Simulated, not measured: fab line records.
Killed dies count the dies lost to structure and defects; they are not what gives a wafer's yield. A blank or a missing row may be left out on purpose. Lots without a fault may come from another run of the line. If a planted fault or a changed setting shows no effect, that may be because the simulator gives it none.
Which tool is to blame? ; flow sfq_line ; 44 wafers from 15 lots sampled at 2 of the route's 325 steps

## WHAT EACH GAUGE READ, for each wafer
The record lacks any reading of a measuring or inspecting step that a usual standard deviation could be used to judge.

## WHICH TOOL RAN EACH LOT (tool, then ch and the chambers of the sampled wafers, then the start)
lot;SFQ_TRILAYER_A5C_DEP_PECVD_142;SFQ_TRILAYER_C5_ETCH_VIA_ETCH_154
L152;pecvd-02 ch 0,1,2, day 58 01:08;rie_diel-01 ch 1,2,3, day 63 12:06
L153;pecvd-02 ch 1,2, day 58 07:08;rie_diel-03 ch 1,2, day 63 14:30
L154;pecvd-02 ch 0,1,2, day 58 12:52;rie_diel-03 ch 0,1,2, day 63 19:35
L155;pecvd-02 ch 0,1,2, day 58 16:28;rie_diel-03 ch 1,2,3, day 63 23:33
L156;pecvd-04 ch 0,1, day 58 17:40;rie_diel-02 ch 0,1,2, day 64 01:57
L157;pecvd-02 ch 1,2, day 59 02:46;rie_diel-03 ch 1,2, day 64 07:18
L165;pecvd-04 ch 0,1, day 62 00:50;rie_diel-01 ch 0,1,2, day 66 18:29
L166;pecvd-04 ch 0,1, day 62 06:43;rie_diel-03 ch 1,2,3, day 66 21:01
L168;pecvd-02 ch 0,2, day 62 09:43;rie_diel-01 ch 0,3, day 67 09:43
L169;pecvd-04 ch 0,1, day 62 12:58;rie_diel-02 ch 1,3, day 67 10:55
L171;pecvd-02 ch 0,1,2, day 62 20:10;rie_diel-02 ch 1,3, day 67 13:19
L172;pecvd-02 ch 0,1,2, day 63 03:22;rie_diel-02 ch 0,2,3, day 67 19:14
L173;pecvd-02 ch 0,1,2, day 63 08:10;rie_diel-02 ch 0,2,3, day 68 00:02
L174;pecvd-04 ch 0,1,2, day 63 09:32;rie_diel-02 ch 1,2,3, day 68 03:38
L175;pecvd-04 ch 0,1,2, day 64 16:22;rie_diel-01 ch 1,3, day 68 06:47
- SFQ_TRILAYER_A5C_DEP_PECVD_142: deposits SiO2 from SiH4/N2O, time 15.556 s, target thk 70 nm.
- SFQ_TRILAYER_C5_ETCH_VIA_ETCH_154: etches SiO2 in CHF3, stops on Nb, target depth 84 nm.

## WHAT THE TOOLS THEMSELVES READ (means of the sampled wafers that have a number; where no wafer has one, the mark that the record gives instead)
SFQ_TRILAYER_A5C_DEP_PECVD_142. Usual: heater_power_w 86 W, standard deviation 16; throttle_valve_pct 24.5 %, standard deviation 0.77.
lot;tool;heater_power_w (W);throttle_valve_pct (%);flag
L152;pecvd-02;90;24.9;
L153;pecvd-02;101;24.6;
L154;pecvd-02;90;25.0;
L155;pecvd-02;86;25.0;
L156;pecvd-04;92;23.5;
L157;pecvd-02;94;24.6;
L165;pecvd-04;92;23.6;
L166;pecvd-04;93;23.6;
L168;pecvd-02;87;25.1;
L169;pecvd-04;82;24.2;
L171;pecvd-02;89;24.8;
L172;pecvd-02;91;24.8;
L173;pecvd-02;87;24.9;
L174;pecvd-04;78;23.9;
L175;pecvd-04;86;23.8;

SFQ_TRILAYER_C5_ETCH_VIA_ETCH_154. Usual: bias_w 79.99 W, standard deviation 0.24; drypump_motor_current_A 5.5 A, standard deviation 0.33; oes_product_au 0.894 a.u., standard deviation 0.0084.
lot;tool;bias_w (W);drypump_motor_current_A (A);oes_product_au (a.u.);flag
L152;rie_diel-01;80.00;5.6;0.891;
L153;rie_diel-03;80.04;5.7;0.900;
L154;rie_diel-03;80.07;5.6;0.921;OFF
L155;rie_diel-03;79.79;5.3;0.922;OFF
L156;rie_diel-02;80.15;5.6;0.886;
L157;rie_diel-03;80.31;5.4;0.934;OFF
L165;rie_diel-01;79.97;5.4;0.882;
L166;rie_diel-03;79.76;5.3;0.894;
L168;rie_diel-01;80.04;5.3;0.894;
L169;rie_diel-02;79.97;5.8;0.889;
L171;rie_diel-02;79.88;5.8;0.905;
L172;rie_diel-02;79.90;5.6;0.892;
L173;rie_diel-02;80.08;5.6;0.893;
L174;rie_diel-02;79.86;5.7;0.884;
L175;rie_diel-01;80.08;5.6;0.888;

## THE ANSWER, worked out from the rows above alone
Rule: a lot is off if the mean of its wafers that have a number lies more than 3 standard deviations from the usual mean. A lot without any number at a reading at which 4 lots or more have one is off too. Where the step has rows for the other lots, those lots are counted as sound. After the gauges, taken in route order, come the tools' own readings; for these a lot's mean is taken, as printed above. At the first step where some lot is off, the reading lying furthest off is the one used; lots without a number count as furthest.
Off, at SFQ_TRILAYER_C5_ETCH_VIA_ETCH_154 on oes_product_au: L154, L155, L157.
A tool fits if, at that step or a process step before it, it ran every lot that is off, and no sound lot after the first of them. No candidate that was tried fits.

## WHAT WAS PUT IN BY THE SIMULATOR
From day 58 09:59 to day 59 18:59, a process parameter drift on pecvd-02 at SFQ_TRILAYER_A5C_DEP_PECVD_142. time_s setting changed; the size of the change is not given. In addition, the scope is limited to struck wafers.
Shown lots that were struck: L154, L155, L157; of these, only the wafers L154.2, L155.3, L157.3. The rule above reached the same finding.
